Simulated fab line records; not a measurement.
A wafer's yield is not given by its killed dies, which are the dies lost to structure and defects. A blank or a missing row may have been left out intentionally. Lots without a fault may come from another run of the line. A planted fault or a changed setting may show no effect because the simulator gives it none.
fab line records | flow sky130
[record] lots = 24 wafers = 72 last_day = 50
route steps=708 shown FIELD_ISO@14 SONOS_TUNNEL@162 POLY_CUT@317 METAL1@439 VIA3@587 METAL5@665
lots untouched by any fault: they come from a run of this same line in which no faults occurred
start_h: hours from the record's opening day to when the first of the lot's shown wafers began | wait_h: how many hours have passed since the lot's step before this one | " repeats the value in the row above | L1.1+2: one row covering several wafers at once | - either no value or no given start | * or withheld: withheld | < > ~ a bound
route shown NAME@n: a module of which the file shows steps, and the number in the route of the first | usual: mean and standard deviation over wafers with no fault | same: alike in all rows | chamber/n: place in a boat | sites: the reading at each site | _std_site: standard deviation of those values | _edge_site: mean of outer sites minus mean of inner sites | radius_mm: for every site, how far away it sits from the centre of the wafer | mask NAME#n: copy n | behind: the last tool/chamber to shape the wafer | hold: reason for holding the lot/hours on hold/outcome of the hold | device: the transistor (n, p or np) that didn't switch | end of line: tests of these same wafers at the route's end | a step given without rows: its recipe and nothing more | killed: at the first sort, the dies lost to defects and structure; wafer yield is something else | map: a wafer's dies, marking killed ones x, the rest . and places with no die _
set.NAME: the run value of the setting; set.NAME@STEP: its run value at that earlier step | model.NAME: the simulator's own value behind a step, which no gauge read
the route's steps for a sample of lots (tables are steps, rows are wafers)
services: the hour from which a tool's chamber was out of use, counted from the record's first day as start_h (under 0 if before that day), plus the number of hours and why
[[steps]]
[step SKY_FIELD_ISO_CD_MEAS_13]
[recipe] target_cd_nm = 150
[usual] cd_nm = 149.7/1.6
// columns lot.wafer tool chamber start_h wait_h cd_nm
L074.1 cd_sem-01 - 29.98 - 146.6
L074.2 " - " " 146.4
L074.4 " - " " 146.8
L075.3 cd_sem-02 - 38.17 - 151.1
L075.4 " - " " 150.1
L075.5 " - " " 151.0
L076.2 cd_sem-01 - 38.32 - 149.1
L076.3 " - " " 149.9
L076.5 " - " " 149.9
L077.1 cd_sem-01 - 52.42 - 149.9
L077.4 " - " " 150.8
L077.5 " - " " 149.5
L078.2 cd_sem-02 - 52.65 - 151.9
L078.3 " - " " 152.4
L078.4 " - " " 152.3
L079.3 cd_sem-02 - 63.22 - 148.4
L079.4 " - " " 148.7
L079.5 " - " " 148.4
L080.1 cd_sem-01 - 63.42 - 147.2
L080.4 " - " " 146.5
L080.5 " - " " 145.7
L081.1 cd_sem-01 - 66.38 - 150.9
L081.2 " - " " 149.2
L081.3 " - " " 149.1
L082.2 cd_sem-02 - 73.67 - 150.0
L082.4 " - " " 150.5
L082.6 " - " " 151.8
L083.1 cd_sem-02 - 78.72 - 149.7
L083.3 " - " " 150.2
L083.5 " - " " 148.6
L084.1 cd_sem-01 - 83.05 - 152.1
L084.4 " - " " 152.2
L084.6 " - " " 151.4
L085.1 cd_sem-01 - 87.92 - 149.9
L085.3 " - " " 147.6
L085.5 " - " " 149.9
L086.3 cd_sem-02 - 94.53 - 149.2
L086.4 " - " " 151.3
L086.5 " - " " 151.9
L087.2 cd_sem-01 - 100.79 - 151.2
L087.3 " - " " 151.0
L087.5 " - " " 149.5
L088.1 cd_sem-01 - 101.60 - 151.1
L088.4 " - " " 148.8
L088.6 " - " " 148.6
L089.1 cd_sem-01 - 107.47 - 152.5
L089.3 " - " " 153.0
L089.6 " - " " 151.7
L090.2 cd_sem-02 - 111.15 - 150.3
L090.4 " - " " 150.6
L090.5 " - " " 150.7
L091.1 cd_sem-01 - 116.93 - 150.3
L091.2 " - " " 150.2
L091.4 " - " " 150.0
L092.1 cd_sem-02 - 121.23 - 149.3
L092.2 " - " " 148.5
L092.3 " - " " 148.7
L093.2 cd_sem-02 - 128.30 - 148.7
L093.3 " - " " 150.5
L093.4 " - " " 150.1
L094.2 cd_sem-01 - 133.32 - 149.1
L094.5 " - " " 147.1
L094.6 " - " " 148.7
L095.1 cd_sem-01 - 137.70 - 148.7
L095.3 " - " " 148.8
L095.4 " - " " 148.5
L096.4 cd_sem-01 - 145.13 - 147.8
L096.5 " - " " 148.2
L096.6 " - " " 148.6
L097.1 cd_sem-01 - 149.50 - 150.9
L097.3 " - " " 148.4
L097.4 " - " " 149.1
[step SKY_SONOS_TUNNEL_OVL_MEAS_08]
[usual] SONOS_TUNNEL_OVL = -1.0/1.3
// columns lot.wafer tool chamber start_h wait_h SONOS_TUNNEL_OVL[nm]
L074.1 overlay-02 - 267.87 0.1 0.4
L074.2 " - " " -0.4
L074.4 " - " " -1.4
L076.2 overlay-02 - 272.73 0.1 -2.9
L076.3 " - " " -1.3
L076.5 " - " " -3.8
L075.3 overlay-01 - 273.51 0.1 0.9
L075.4 " - " " -0.7
L075.5 " - " " 0.0
L077.1 overlay-01 - 286.87 0.1 -0.7
L077.4 " - " " 0.7
L077.5 " - " " -0.8
L078.2 overlay-01 - 287.47 0.1 -0.9
L078.3 " - " " -2.8
L078.4 " - " " -1.9
L079.3 overlay-02 - 301.78 0.1 -0.6
L079.4 " - " " -2.2
L079.5 " - " " -2.1
L080.1 overlay-01 - 302.95 0.1 -2.0
L080.4 " - " " -2.4
L080.5 " - " " -0.7
L081.1 overlay-02 - 305.77 0.1 -2.0
L081.2 " - " " -3.7
L081.3 " - " " -3.4
L082.2 overlay-01 - 316.15 0.1 -1.0
L082.4 " - " " 0.0
L082.6 " - " " -1.7
L083.1 overlay-02 - 321.37 0.1 -1.9
L083.3 " - " " -1.3
L083.5 " - " " -2.3
L084.1 overlay-02 - 332.82 0.1 1.1
L084.4 " - " " 0.0
L084.6 " - " " 0.9
L085.1 overlay-02 - 341.10 0.1 -1.1
L085.3 " - " " -0.8
L085.5 " - " " -1.8
L086.3 overlay-01 - 347.58 0.1 -0.2
L086.4 " - " " -1.2
L086.5 " - " " -0.3
L087.2 overlay-01 - 359.62 0.1 -1.1
L087.3 " - " " -1.1
L087.5 " - " " -1.0
L088.1 overlay-02 - 362.57 0.1 -1.2
L088.4 " - " " -1.2
L088.6 " - " " 0.9
L089.1 overlay-01 - 373.40 0.1 0.9
L089.3 " - " " -0.4
L089.6 " - " " 0.5
L090.2 overlay-01 - 376.28 0.1 -2.1
L090.4 " - " " -1.1
L090.5 " - " " -1.0
L091.1 overlay-01 - 382.56 0.1 0.2
L091.2 " - " " 0.5
L091.4 " - " " -1.2
L092.1 overlay-01 - 390.30 0.1 -1.9
L092.2 " - " " -1.2
L092.3 " - " " -1.9
L093.2 overlay-01 - 404.27 0.1 -0.6
L093.3 " - " " 0.5
L093.4 " - " " -1.3
L094.2 overlay-01 - 406.58 0.1 -3.2
L094.5 " - " " -3.1
L094.6 " - " " -2.4
L095.1 overlay-02 - 416.47 0.1 1.0
L095.3 " - " " 0.6
L095.4 " - " " 0.5
L096.4 overlay-01 - 433.99 0.1 1.1
L096.5 " - " " -1.1
L096.6 " - " " -0.7
L097.1 overlay-02 - 439.26 0.1 -3.1
L097.3 " - " " -1.9
L097.4 " - " " -2.9
[step SKY_POLY_CUT_ETCH_10]
[recipe] chemistry = N2/H2 target = BARC ion_energy_ev = 200 source_w = 500 bias_w = 100 pressure_mtorr = 30 n2_flow_sccm = 100 h2_flow_sccm = 200 stop_on = SiO2 time_s = 45.9 target_depth_a = 600
[usual] drypump_motor_current_A = 5.4/0.33 n2_flow_sccm = 100.03/0.3 oes_product_au = 0.855/0.0049 throttle_valve_pct = 13.223/0.0088
// columns lot.wafer tool chamber start_h wait_h drypump_motor_current_A n2_flow_sccm oes_product_au rf_hours_counter_h throttle_valve_pct
L074.1 rie_diel-04 0 580.11 0.0 5.5 99.90 0.856 35 13.217
L074.2 " 2 " " 5.4 100.29 0.852 9 13.212
L074.4 " 0 " " 5.5 99.50 0.859 - 13.219
L076.2 rie_diel-02 1 586.97 0.0 5.4 99.59 0.860 0 13.224
L076.3 " 2 " " 5.0 100.23 0.860 12 13.220
L076.5 " 2 " " 5.0 100.68 0.853 - 13.214
L075.3 rie_diel-04 2 587.09 0.0 5.4 99.73 0.855 10 13.227
L075.4 " 0 " " 5.5 100.57 0.862 - 13.227
L075.5 " 3 " " 5.0 99.95 0.851 - 13.223
L077.1 rie_diel-04 2 601.42 0.0 5.3 100.00 0.857 10 13.237
L077.4 " 0 " " 5.5 100.01 0.855 36 13.223
L077.5 " 3 " " 5.0 99.83 0.844 - 13.213
L078.2 rie_diel-03 0 608.65 0.0 5.9 99.64 0.852 13 13.222
L078.3 " 1 " " 5.7 100.25 0.847 12 13.209
L078.4 " 2 " " 5.3 100.10 0.846 - 13.236
L079.3 rie_diel-03 0 612.27 0.0 5.9 99.81 0.853 13 13.216
L079.4 " 0 " " 5.9 99.98 0.854 - 13.229
L079.5 " 2 " " 5.3 99.87 0.854 - 13.222
L080.1 rie_diel-04 1 618.90 0.0 5.0 100.46 0.851 7 13.227
L080.4 " 3 " " 5.0 99.55 0.855 15 13.229
L080.5 " 0 " " 5.5 100.53 0.855 - 13.223
L081.1 rie_diel-03 0 624.46 0.0 5.9 99.66 0.855 13 13.246
L081.2 " 1 " " 5.7 100.11 0.852 12 13.213
L081.3 " 3 " " 5.6 100.07 0.854 11 13.228
L082.2 rie_diel-03 1 638.60 0.0 5.7 100.16 0.865 13 13.215
L082.4 " 0 " " 5.9 100.25 0.863 14 13.225
L082.6 " 3 " " 5.7 99.81 0.853 - 13.218
L083.1 rie_diel-03 2 641.32 0.0 5.3 100.39 0.855 1 13.229
L083.3 " 0 " " 5.9 100.16 0.856 14 13.216
L083.5 " 1 " " 5.7 99.92 0.851 - 13.209
L084.1 rie_diel-02 2 651.46 0.0 5.0 100.08 0.859 14 13.228
L084.4 " 3 " " 6.1 99.96 0.856 7 13.231
L084.6 " 3 " " 6.1 99.79 0.855 - 13.248
L085.1 rie_diel-02 1 660.72 0.0 5.4 100.54 0.862 2 13.217
L085.3 " 3 " " 6.1 99.63 0.855 7 13.232
L085.5 " 1 " " 5.4 99.89 0.856 - 13.221
L086.3 rie_diel-04 3 665.86 0.0 5.0 100.27 0.857 16 13.224
L086.4 " 1 " " 5.0 99.15 0.860 8 13.227
L086.5 " 0 " " 5.5 100.21 0.860 - 13.230
L087.2 rie_diel-02 3 678.86 0.0 6.1 100.06 0.853 7 13.201
L087.3 " 0 " " 5.2 100.30 0.849 49 13.231
L087.5 " 0 " " 5.2 99.86 0.858 - 13.231
L088.1 rie_diel-04 2 681.91 0.0 5.3 99.88 0.856 11 13.226
L088.4 " 0 " " 5.4 100.10 0.861 37 13.226
L088.6 " 2 " " 5.4 99.84 0.855 - 13.231
L089.1 rie_diel-04 3 690.12 0.0 5.0 100.06 0.861 16 13.232
L089.3 " 2 " " 5.4 99.91 0.859 11 13.226
L089.6 " 0 " " 5.4 99.94 0.856 - 13.229
L090.2 rie_diel-04 1 691.71 0.0 5.0 99.74 0.855 8 13.201
L090.4 " 3 " " 5.0 100.28 0.863 16 13.225
L090.5 " 0 " " 5.5 99.66 0.858 - 13.222
L091.1 rie_diel-03 0 698.11 0.0 5.9 99.80 0.856 16 13.211
L091.2 " 1 " " 5.7 100.44 0.856 14 13.229
L091.4 " 0 " " 5.9 100.03 0.864 - 13.218
L092.1 rie_diel-03 1 705.21 0.0 5.7 100.59 0.860 15 13.219
L092.2 " 0 " " 5.9 99.76 0.857 16 13.222
L092.3 " 3 " " 5.7 100.36 0.844 12 13.221
L093.2 rie_diel-02 3 717.47 0.0 6.1 100.02 0.852 8 13.230
L093.3 " 1 " " 5.4 99.70 0.849 3 13.220
L093.4 " 0 " " 5.2 100.00 0.851 50 13.210
L094.2 rie_diel-04 3 721.66 0.0 5.0 100.07 0.858 17 13.207
L094.5 " 3 " " 5.0 100.60 0.851 - 13.220
L094.6 " 0 " " 5.4 100.04 0.853 - 13.235
L095.1 rie_diel-02 1 732.87 0.0 5.4 100.11 0.864 4 13.233
L095.3 " 0 " " 5.2 100.17 0.853 50 13.221
L095.4 " 3 " " 6.1 99.65 0.857 9 13.214
L096.4 rie_diel-02 3 742.53 0.0 6.1 99.82 0.865 - 13.232
L096.5 " 2 " " 5.0 100.14 0.852 - 13.236
L096.6 " 1 " " 5.4 99.58 0.851 - 13.241
L097.1 rie_diel-04 3 749.47 0.0 5.0 99.97 0.847 17 13.206
L097.3 " 2 " " 5.4 100.45 0.853 12 13.235
L097.4 " 0 " " 5.5 100.44 0.839 38 13.234
[step SKY_METAL1_RS_MEAS_05]
[recipe] thk_meas_gauge = four-point-probe reads = TiN_of_METAL1_SPUTTER_04+Ti_of_METAL1_SPUTTER_03+AlCu_of_METAL1_SPUTTER_02+TiN_of_METAL1_SPUTTER_01+Ti_of_METAL1_SPUTTER_00
[usual] METAL1_ALCU_RS = 0.1271/0.0012
// columns lot.wafer tool chamber start_h wait_h METAL1_ALCU_RS[ohm/sq]
L074.1 film_metro-03 - 756.41 0.0 0.1254
L074.2 " - " " 0.1264
L074.4 " - " " 0.1278
L076.2 film_metro-04 - 764.38 0.0 0.1270
L076.3 " - " " 0.1265
L076.5 " - " " 0.1274
L075.3 film_metro-04 - 765.19 0.1 0.1289
L075.4 " - " " 0.1302
L075.5 " - " " 0.1289
L077.1 film_metro-04 - 776.92 0.0 0.1263
L077.4 " - " " 0.1263
L077.5 " - " " 0.1261
L078.2 film_metro-04 - 781.82 0.0 0.1286
L078.3 " - " " 0.1285
L078.4 " - " " 0.1291
L079.3 film_metro-03 - 787.23 0.1 0.1272
L079.4 " - " " 0.1291
L079.5 " - " " 0.1270
L080.1 film_metro-03 - 792.66 0.0 0.1263
L080.4 " - " " 0.1256
L080.5 " - " " 0.1265
L081.1 film_metro-04 - 799.28 0.0 0.1257
L081.2 " - " " 0.1250
L081.3 " - " " 0.1259
L082.2 film_metro-04 - 810.74 0.0 0.1275
L082.4 " - " " 0.1254
L082.6 " - " " 0.1269
L083.1 film_metro-01 - 814.38 0.0 0.1273
L083.3 " - " " 0.1271
L083.5 " - " " 0.1273
L084.1 film_metro-01 - 822.65 0.0 0.1282
L084.4 " - " " 0.1288
L084.6 " - " " 0.1291
L085.1 film_metro-04 - 830.96 0.0 0.1284
L085.3 " - " " 0.1288
L085.5 " - " " 0.1284
L086.3 film_metro-01 - 836.20 0.1 0.1263
L086.4 " - " " 0.1259
L086.5 " - " " 0.1266
L087.2 film_metro-04 - 849.74 0.0 0.1267
L087.3 " - " " 0.1259
L087.5 " - " " 0.1262
L088.1 film_metro-01 - 850.77 0.0 0.1271
L088.4 " - " " 0.1263
L088.6 " - " " 0.1270
L089.1 film_metro-03 - 859.38 0.0 0.1258
L089.3 " - " " 0.1239
L089.6 " - " " 0.1253
L090.2 film_metro-03 - 860.75 0.0 0.1280
L090.4 " - " " 0.1267
L090.5 " - " " 0.1282
L091.1 film_metro-04 - 865.50 0.0 0.1281
L091.2 " - " " 0.1261
L091.4 " - " " 0.1268
L092.1 film_metro-01 - 872.30 0.0 0.1279
L092.2 " - " " 0.1271
L092.3 " - " " 0.1275
L093.2 film_metro-04 - 884.76 0.0 0.1268
L093.3 " - " " 0.1260
L093.4 " - " " 0.1270
L094.2 film_metro-04 - 888.77 0.0 0.1292
L094.5 " - " " 0.1286
L094.6 " - " " 0.1297
L095.1 film_metro-04 - 897.55 0.0 0.1253
L095.3 " - " " 0.1261
L095.4 " - " " 0.1263
L096.4 film_metro-01 - 906.09 0.1 0.1276
L096.5 " - " " 0.1280
L096.6 " - " " 0.1280
L097.1 film_metro-04 - 913.89 0.0 0.1263
L097.3 " - " " 0.1272
L097.4 " - " " 0.1260
[step SKY_VIA3_ETCH_14]
[recipe] chemistry = N2/H2 target = BARC ion_energy_ev = 200 source_w = 500 bias_w = 100 pressure_mtorr = 30 n2_flow_sccm = 100 h2_flow_sccm = 200 stop_on = SiO2 time_s = 45.9 target_depth_a = 600
[usual] drypump_motor_current_A = 5.7/0.44 n2_flow_sccm = 100.0/0.3 oes_product_au = 0.855/0.0044 throttle_valve_pct = 13.225/0.0093
// columns lot.wafer tool chamber start_h wait_h drypump_motor_current_A n2_flow_sccm oes_product_au rf_hours_counter_h throttle_valve_pct
L074.1 rie_diel-02 3 947.01 0.0 6.1 100.0 0.858 16 13.215
L074.2 " 0 " " 5.2 100.2 0.852 6 13.218
L074.4 " 0 " " 5.2 99.0 0.853 - 13.238
L076.2 rie_diel-03 0 951.32 0.0 5.9 100.1 0.848 24 13.214
L076.3 " 1 " " 5.7 100.1 0.859 22 13.206
L076.5 " 2 " " 5.3 99.7 0.854 - 13.216
L075.3 rie_diel-01 0 953.84 0.0 5.4 100.2 0.851 12 13.222
L075.4 " 1 " " 6.5 100.4 0.850 13 13.215
L075.5 " 0 " " 5.4 99.5 0.851 - 13.203
L077.1 rie_diel-03 2 964.87 0.0 5.3 100.0 0.855 12 13.213
L077.4 " 0 " " 5.9 100.0 0.856 24 13.214
L077.5 " 1 " " 5.7 100.2 0.855 - 13.215
L078.2 rie_diel-02 2 967.66 0.0 5.0 100.0 0.855 22 13.216
L078.3 " 3 " " 6.1 100.0 0.862 17 13.221
L078.4 " 1 " " 5.4 100.1 0.857 11 13.226
L079.3 rie_diel-02 0 972.96 0.0 5.2 99.7 0.866 7 13.235
L079.4 " 1 " " 5.4 99.6 0.859 12 13.223
L079.5 " 1 " " 5.4 99.8 0.854 - 13.219
L080.1 rie_diel-01 2 977.52 0.0 5.6 100.0 0.853 17 13.226
L080.4 " 1 " " 6.5 100.0 0.862 13 13.213
L080.5 " 1 " " 6.5 100.1 0.846 - 13.236
L081.1 rie_diel-02 1 984.99 0.0 5.4 100.3 0.855 12 13.224
L081.2 " 0 " " 5.2 100.2 0.852 8 13.227
L081.3 " 3 " " 6.1 100.4 0.849 17 13.225
L082.2 rie_diel-02 0 996.29 0.0 5.2 99.9 0.855 8 13.231
L082.4 " 3 " " 6.1 99.7 0.854 17 13.217
L082.6 " 2 " " 5.0 100.0 0.852 - 13.223
L083.1 rie_diel-01 2 997.44 0.0 5.6 100.4 0.849 17 13.216
L083.3 " 3 " " 6.3 100.0 0.856 17 13.220
L083.5 " 0 " " 5.4 99.9 0.863 - 13.223
L084.1 rie_diel-01 0 1005.62 0.0 5.4 100.2 0.852 13 13.245
L084.4 " 3 " " 6.3 99.9 0.861 18 13.221
L084.6 " 2 " " 5.6 100.4 0.857 - 13.214
L085.1 rie_diel-03 3 1010.46 0.0 5.6 100.2 0.853 22 13.222
L085.3 " 1 " " 5.7 100.3 0.860 24 13.245
L085.5 " 1 " " 5.7 100.0 0.848 - 13.217
L086.3 rie_diel-03 2 1018.02 0.0 5.3 99.9 0.853 13 13.231
L086.4 " 0 " " 5.9 100.0 0.846 26 13.220
L086.5 " 1 " " 5.7 100.1 0.850 - 13.236
L087.2 rie_diel-02 3 1027.51 0.0 6.1 100.4 0.847 18 13.229
L087.3 " 1 " " 5.4 99.8 0.862 13 13.222
L087.5 " 3 " " 6.1 100.5 0.858 - 13.220
L088.1 rie_diel-03 0 1028.72 0.0 5.9 100.2 0.855 27 13.231
L088.4 " 3 " " 5.6 100.2 0.863 23 13.228
L088.6 " 0 " " 5.9 100.0 0.860 - 13.227
L089.1 rie_diel-03 3 1037.32 0.0 5.6 100.1 0.858 24 13.212
L089.3 " 0 " " 5.9 100.0 0.853 27 13.206
L089.6 " 1 " " 5.7 99.8 0.855 - 13.230
L090.2 rie_diel-01 3 1039.17 0.0 6.3 100.0 0.855 19 13.219
L090.4 " 1 " " 6.5 99.9 0.854 15 13.232
L090.5 " 3 " " 6.3 100.1 0.858 - 13.211
L091.1 rie_diel-02 1 1043.71 0.0 5.4 100.0 0.851 14 13.227
L091.2 " 3 " " 6.1 99.7 0.859 19 13.223
L091.4 " 0 " " 5.2 100.0 0.858 - 13.233
L092.1 rie_diel-02 3 1049.02 0.0 6.1 99.7 0.848 19 13.223
L092.2 " 1 " " 5.4 100.2 0.853 14 13.213
L092.3 " 0 " " 5.2 99.7 0.851 9 13.229
L093.2 rie_diel-01 2 1056.81 0.0 5.6 99.2 0.856 19 13.238
L093.3 " 0 " " 5.4 100.2 0.859 14 13.211
L093.4 " 3 " " 6.3 99.7 0.851 19 13.237
L094.2 rie_diel-02 1 1064.46 0.0 5.4 100.1 0.860 15 13.239
L094.5 " 1 " " 5.4 99.8 0.855 - 13.217
L094.6 " 0 " " 5.2 99.8 0.851 - 13.220
L095.1 rie_diel-01 1 1071.46 0.0 6.5 100.2 0.855 16 13.224
L095.3 " 0 " " 5.4 100.4 0.859 15 13.223
L095.4 " 2 " " 5.6 99.7 0.854 19 13.214
L096.4 rie_diel-01 3 1077.32 0.0 6.4 99.7 0.848 20 13.214
L096.5 " 2 " " 5.6 100.0 0.856 - 13.226
L096.6 " 3 " " 6.3 99.6 0.851 - 13.227
L097.1 rie_diel-03 1 1085.79 0.0 5.7 99.9 0.850 27 13.222
L097.3 " 2 " " 5.3 100.2 0.854 16 13.234
L097.4 " 0 " " 5.9 99.9 0.853 29 13.241
[step SKY_METAL5_SPUTTER_04]
[recipe] material = TiN target_thk_nm = 70 power_w = 6500 time_s = 58.3 chamber_pressure_pa = 0.4
[usual] chamber_pressure_pa = 0.4002/0.00087 throttle_valve_pct = 30.2/1.4
// columns lot.wafer tool chamber start_h wait_h chamber_pressure_pa throttle_valve_pct
L074.1 pvd_sputter-04 - 1022.95 0.0 0.3982 28.2
L074.2 " - " " 0.4007 29.6
L074.4 " - " " 0.4007 29.7
L076.2 pvd_sputter-03 - 1026.63 0.0 0.4004 31.4
L076.3 " - " " 0.4011 33.0
L076.5 " - " " 0.4016 29.6
L075.3 pvd_sputter-04 - 1028.95 0.0 0.4001 28.5
L075.4 " - " " 0.4017 29.9
L075.5 " - " " 0.3999 29.7
L077.1 pvd_sputter-04 - 1039.10 0.0 0.4012 29.9
L077.4 " - " " 0.4010 31.9
L077.5 " - " " 0.4016 29.6
L078.2 pvd_sputter-01 - 1042.78 0.0 0.3998 30.2
L078.3 " - " " 0.4000 31.3
L078.4 " - " " 0.4010 31.5
L079.3 pvd_sputter-01 - 1045.99 0.0 0.4000 30.1
L079.4 " - " " 0.4006 31.1
L079.5 " - " " 0.3994 30.0
L080.1 pvd_sputter-04 - 1051.96 0.0 0.3999 31.7
L080.4 " - " " 0.4007 31.8
L080.5 " - " " 0.4016 30.1
L081.1 pvd_sputter-03 - 1058.66 0.0 0.4005 33.0
L081.2 " - " " 0.4008 29.1
L081.3 " - " " 0.4010 29.5
L082.2 pvd_sputter-04 - 1069.91 0.0 0.4024 29.8
L082.4 " - " " 0.3992 28.6
L082.6 " - " " 0.4013 29.7
L083.1 pvd_sputter-01 - 1070.21 0.0 0.3993 30.1
L083.3 " - " " 0.4000 27.8
L083.5 " - " " 0.4009 31.2
L084.1 pvd_sputter-04 - 1077.68 0.0 0.4001 29.6
L084.4 " - " " 0.3993 29.7
L084.6 " - " " 0.3994 29.7
L085.1 pvd_sputter-03 - 1083.56 0.0 0.4015 29.1
L085.3 " - " " 0.3997 33.2
L085.5 " - " " 0.4009 31.2
L086.3 pvd_sputter-04 - 1090.81 0.0 0.4001 32.1
L086.4 " - " " 0.3997 29.5
L086.5 " - " " 0.4001 29.9
L087.2 pvd_sputter-03 - 1099.23 0.0 0.3985 29.1
L087.3 " - " " 0.4011 33.4
L087.5 " - " " 0.3991 29.2
L088.1 pvd_sputter-04 - 1100.33 0.0 0.4006 27.9
L088.4 " - " " 0.4007 31.7
L088.6 " - " " 0.3997 29.7
L089.1 pvd_sputter-01 - 1107.21 0.0 0.3996 30.2
L089.3 " - " " 0.3985 27.8
L089.6 " - " " 0.3996 31.3
L090.2 pvd_sputter-04 - 1109.02 0.0 0.3996 29.5
L090.4 " - " " 0.4006 32.1
L090.5 " - " " 0.3996 29.7
L091.1 pvd_sputter-01 - 1115.23 0.0 0.4001 31.3
L091.2 " - " " 0.3998 30.1
L091.4 " - " " 0.4003 31.4
L092.1 pvd_sputter-03 - 1119.51 0.0 0.3996 29.1
L092.2 " - " " 0.3995 33.2
L092.3 " - " " 0.3992 31.4
L093.2 pvd_sputter-01 - 1125.81 0.0 0.3999 30.4
L093.3 " - " " 0.4001 27.6
L093.4 " - " " 0.3986 31.3
L094.2 pvd_sputter-04 - 1130.81 0.0 0.4004 28.3
L094.5 " - " " 0.4014 29.6
L094.6 " - " " 0.3997 29.8
L095.1 pvd_sputter-01 - 1138.99 0.0 0.3979 27.7
L095.3 " - " " 0.4010 30.2
L095.4 " - " " 0.3996 31.0
L096.4 pvd_sputter-04 - 1143.74 0.0 0.3996 29.6
L096.5 " - " " 0.4007 28.1
L096.6 " - " " 0.3992 29.8
L097.1 pvd_sputter-04 - 1150.81 0.0 0.4012 31.8
L097.3 " - " " 0.3992 29.9
L097.4 " - " " 0.3999 29.5
[[services]]
// columns tool chamber start_h hours kind
rie_diel-02 3 571.26 8.3 repair
pvd_sputter-04 - 572.61 2.1 repair
rie_diel-03 - 579.53 2.8 pm
rie_diel-03 3 604.42 9.9 repair
rie_diel-02 3 620.83 1.9 repair
rie_diel-02 0 622.27 4.4 repair
rie_diel-03 - 629.50 0.9 repair
rie_diel-03 3 630.72 2.5 repair
pvd_sputter-04 - 652.98 1.9 repair
rie_diel-03 3 686.90 14.3 repair
rie_diel-02 3 767.68 2.5 repair
rie_diel-02 2 797.75 6.3 repair
rie_diel-03 1 804.83 4.7 repair
rie_diel-02 3 853.96 3.7 repair
rie_diel-02 - 877.33 1.0 repair
rie_diel-03 0 883.27 5.4 repair
rie_diel-02 2 895.90 59.0 repair
rie_diel-02 1 937.71 7.3 repair
rie_diel-03 2 948.06 3.2 repair
rie_diel-02 - 963.34 2.8 pm
rie_diel-03 1 991.65 13.5 repair
rie_diel-03 2 1007.88 6.2 repair
rie_diel-02 2 1042.07 14.4 repair
rie_diel-03 - 1147.68 4.3 repair
[[key]]
fault none
